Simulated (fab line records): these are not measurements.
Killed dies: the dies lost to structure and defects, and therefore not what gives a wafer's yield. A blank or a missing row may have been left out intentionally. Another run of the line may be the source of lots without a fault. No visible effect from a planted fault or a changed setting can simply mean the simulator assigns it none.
Problem report in the 8D (eight disciplines) form, filled by code + flow gf180mcu + the parts of the form that need people (team, actions taken, sign-off) are left out

## 1. WHAT IS WRONG
At GF_V4_CD_MEAS_14, cd_nm averages 249.6 nm over 6 wafers from 2 lots, while fault-free wafers read 260.5 nm, standard deviation 1.2. That puts it -9.1 standard deviations away from the usual mean.
The step: target cd 260 nm.
First observed at day 28 07:26: wafer L878.4, on cd_sem-01. The record has a number at this step for 36 wafers belonging to 12 lots. By rule, "out" or "out of limits" means more than 4 standard deviations away from the usual mean. The other wafers with a number count as sound.

## 2. WHAT IT IS, WHAT IT ISN'T
| question                    | is                     | is not                                                                                 |
|-----------------------------|------------------------|----------------------------------------------------------------------------------------|
| which readings at this step | cd_nm                  | -                                                                                      |
| which lots                  | L878, L879             | L868, L869, L870, L874, L876, L877, L884, L886, L888, L889                             |
| which wafers of those lots  | all that have a number | -                                                                                      |
| read on which gauges        | cd_sem-01              | cd_sem-02                                                                              |
| when                        | from day 28 07:26      | up to then (18 sound wafers); but 12 sound wafers of L884, L886, L888, L889 came after |

## 3. THE SUSPECTS, EACH WITH WHAT RULES IT OUT
Counting: a tool at any process step up to the reading remains a suspect when it ran all the lots that are out and ran no sound lot after the first of those.
- ruled out: the gauge at GF_V4_CD_MEAS_14. All the wafers that are out were read on cd_sem-01, but those of them that GF_V4_PEB_12 has rows for are out there too, on other tools.
- litho_track-03 at GF_V4_PEB_12 (peb time 90 s): ruled out as a lasting fault. The sound lots L889 went through it after L878, its earliest lot that is out (day 28 07:08).
Left after counting: nothing in the record.

## 4. THE CAUSE (what the simulator had put in)
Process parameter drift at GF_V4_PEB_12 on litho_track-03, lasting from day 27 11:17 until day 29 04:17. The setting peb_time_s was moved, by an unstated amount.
The count ruled it out by mistake, since the rule takes a fault to strike every lot its tool runs from the start of the fault on, and this one did not do so.

## 5. THE CHAIN OF EFFECTS, in route order
Rows list readings where the struck wafers' mean (over those with a number) sits beyond 3 standard deviations from the usual. Scope: only readings with a usual standard deviation given in the record; hours: median across lots of the time from each lot's start at the first step in this table that gives one to its start at this step; sigmas: change in usual standard deviations.
| hours | step             | reading              | usual    | on struck wafers | change | sigmas      |
|-------|------------------|----------------------|----------|------------------|--------|-------------|
| 0     | GF_V4_PEB_12     | heater_power_total_W | 85.71 W  | 97.26            | +11.55 | +99 or more |
| 0     | GF_V4_CD_MEAS_14 | cd_nm                | 260.5 nm | 249.6            | -10.9  | -9.1        |
Process steps it contains:
- GF_V4_PEB_12: peb time 90 s.

## 6. HOW IT WOULD HAVE BEEN CAUGHT EARLIER
In this record the first reading out of limits at a measuring or inspecting step was taken at day 28 07:26, 20 hours after the fault began at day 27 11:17.
The tool's own readings at GF_V4_PEB_12 were out on every struck wafer that the step has a row for (heater_power_total_W): an alarm limit on them would have fired on the first of those.
